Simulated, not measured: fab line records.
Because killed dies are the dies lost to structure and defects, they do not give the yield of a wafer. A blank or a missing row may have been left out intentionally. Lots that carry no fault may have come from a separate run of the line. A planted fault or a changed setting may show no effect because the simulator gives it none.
Which tool was responsible? ; flow gf180mcu ; 13 lots, 39 wafers sampled, at 4 steps of a route of 602

WHAT THE GAUGES SHOWED, per wafer
GF_M2_THK_MEAS_06: measures by xrf. Usual: M2_ALCU_THK gives 454 nm (standard deviation 6.4).
lot;measured;on;M2_ALCU_THK (nm);flag
L962;day 18 11:55;filmMetro-02;450 451 450;
L963;day 18 21:09;filmMetro-04;454 452 462;
L964;day 19 07:58;filmMetro-02;453 452 449;
L968;day 20 17:59;filmMetro-02;451 455 454;
L967;day 20 20:39;filmMetro-04;447 451 448;
L969;day 20 23:03;filmMetro-01;453 458 455;
L978;day 24 05:02;filmMetro-01;454 461 460;
L979;day 24 16:56;filmMetro-04;458 459 459;
L980;day 24 23:13;filmMetro-01;461 472 467;
L981;day 25 03:50;filmMetro-01;452 457 456;
L982;day 25 12:25;filmMetro-01;457 447 459;
L983;day 25 20:18;filmMetro-04;461 444 451;
L984;day 26 11:49;filmMetro-02;466 462 454;

GF_M3_RS_MEAS_05: measures by four-point-probe. Usual: M3_ALCU_RS gives 0.0693 ohm/sq (standard deviation 0.00064).
lot;measured;on;M3_ALCU_RS (ohm/sq);flag
L962;day 20 15:10;filmMetro-03;0.0706 0.0708 0.0708;
L963;day 21 00:21;filmMetro-01;0.0696 0.0696 0.0696;
L964;day 21 10:54;filmMetro-01;0.0698 0.0698 0.0696;
L968;day 22 20:00;filmMetro-03;0.0692 0.0693 0.0693;
L967;day 22 22:47;filmMetro-03;0.0687 0.0684 0.0685;
L969;day 23 01:16;filmMetro-03;0.0704 0.0698 0.0695;
L978;day 26 02:35;filmMetro-03;0.0692 0.0694 0.0693;
L979;day 26 13:41;filmMetro-03;0.0686 0.0695 0.0700;
L980;day 26 21:10;filmMetro-01;0.0695 0.0689 0.0693;
L981;day 27 00:23;filmMetro-04;0.0691 0.0691 0.0690;
L982;day 27 08:50;filmMetro-01;0.0689 0.0685 0.0685;
L983;day 27 16:26;filmMetro-01;0.0690 0.0689 0.0686;
L984;day 28 06:57;filmMetro-01;0.0699 0.0700 0.0701;

GF_M4_RS_MEAS_05: measures by four-point-probe. Usual: M4_ALCU_RS gives 0.0694 ohm/sq (standard deviation 0.00066).
lot;measured;on;M4_ALCU_RS (ohm/sq);flag
L962;day 22 17:44;filmMetro-04;0.0687 0.0702 0.0690;
L963;day 23 02:40;filmMetro-04;0.0685 0.0697 0.0690;
L964;day 23 12:45;filmMetro-02;0.0690 0.0691 0.0690;
L968;day 24 19:40;filmMetro-01;0.0679 0.0695 0.0688;
L967;day 24 22:28;filmMetro-01;0.0700 0.0697 0.0695;
L969;day 25 00:58;filmMetro-04;0.0697 0.0693 0.0696;
L978;day 27 21:47;filmMetro-04;0.0699 0.0687 0.0692;
L979;day 28 08:44;filmMetro-04;0.0690 0.0691 0.0691;
L980;day 28 16:14;filmMetro-01;0.0693 0.0698 0.0694;
L981;day 28 21:24;filmMetro-02;0.0698 0.0694 0.0699;
L982;day 29 03:57;filmMetro-04;0.0701 0.0703 0.0688;
L983;day 29 10:08;filmMetro-04;0.0696 0.0683 0.0688;
L984;day 30 00:55;filmMetro-01;0.0695 0.0696 0.0695;

WHAT TOOL EACH LOT RAN ON (gives the tool, then ch and the chambers of the sampled wafers, and finally the start)
lot;GF_V2_ETCH_16
L962;rieDiel-02 ch 0,3, day 20 13:32
L963;rieDiel-02 ch 0,1,3, day 20 22:47
L964;rieDiel-02 ch 2,3, day 21 09:17
L968;rieDiel-02 ch 0,2,3, day 22 18:26
L967;rieDiel-02 ch 0,1,3, day 22 21:12
L969;rieDiel-02 ch 0,1, day 22 23:41
L978;rieDiel-02 ch 0,1, day 26 00:57
L979;rieDiel-02 ch 1,2,3, day 26 12:04
L980;rieDiel-03 ch 0,1,3, day 26 19:27
L981;rieDiel-02 ch 0,3, day 26 22:44
L982;rieDiel-01 ch 1,2,3, day 27 07:02
L983;rieDiel-03 ch 0,3, day 27 14:50
L984;rieDiel-01 ch 1,2,3, day 28 05:22
- GF_V2_ETCH_16: etches BARC in N2/H2.

WHAT THE TOOLS THEMSELVES READ (means of the sampled wafers that have a number; where no wafer has one, the mark that the record gives instead)
GF_V2_ETCH_16. Usual: biasW 99.96 W, standard deviation 0.27; drypumpMotorCurrentA 5.8 A, standard deviation 0.3; oesProductAu 0.855 a.u., standard deviation 0.005; rfFwdPowerW 495.0 W, standard deviation 2.3; throttleValvePct 13.225 %, standard deviation 0.01.
lot;tool;biasW (W);drypumpMotorCurrentA (A);oesProductAu (a.u.);rfFwdPowerW (W);throttleValvePct (%);flag
L962;rieDiel-02;99.94;5.9;0.853;491.8;13.224;
L963;rieDiel-02;100.08;6.0;0.856;496.7;13.221;
L964;rieDiel-02;99.76;5.9;0.850;497.5;13.224;
L968;rieDiel-02;100.02;5.9;0.853;493.5;13.233;
L967;rieDiel-02;100.05;5.9;0.859;574.2;13.231;OFF
L969;rieDiel-02;100.12;5.7;0.852;571.0;13.215;OFF
L978;rieDiel-02;99.99;5.7;0.856;495.5;13.222;
L979;rieDiel-02;99.86;5.9;0.854;496.3;13.236;
L980;rieDiel-03;100.00;6.1;0.857;495.7;13.219;
L981;rieDiel-02;100.12;5.9;0.861;494.4;13.226;
L982;rieDiel-01;100.22;5.6;0.853;494.8;13.227;
L983;rieDiel-03;100.09;6.0;0.859;496.9;13.249;
L984;rieDiel-01;100.07;5.6;0.853;495.2;13.221;

THE ANSWER, worked out from the rows above alone
Rule: take the mean of a lot's wafers that have a number; if it is more than 3 standard deviations from the usual mean, the lot is off. A lot without any number at a reading at which 4 lots or more have one is off too. All remaining lots with rows at the step are treated as sound. After the gauges, taken in route order, come the tools' own readings; for these a lot's mean is taken, as printed above. The first step at which some lot is off is used, and at that step the reading that is off furthest; a lot without a number counts as furthest.
Off, at GF_V2_ETCH_16 on rfFwdPowerW: L967, L969.
A tool fits if, at that step or a process step before it, it ran every lot that is off, and no sound lot after the first of them. Of those tried, none fits.

WHAT HAD BEEN PUT IN BY THE SIMULATOR
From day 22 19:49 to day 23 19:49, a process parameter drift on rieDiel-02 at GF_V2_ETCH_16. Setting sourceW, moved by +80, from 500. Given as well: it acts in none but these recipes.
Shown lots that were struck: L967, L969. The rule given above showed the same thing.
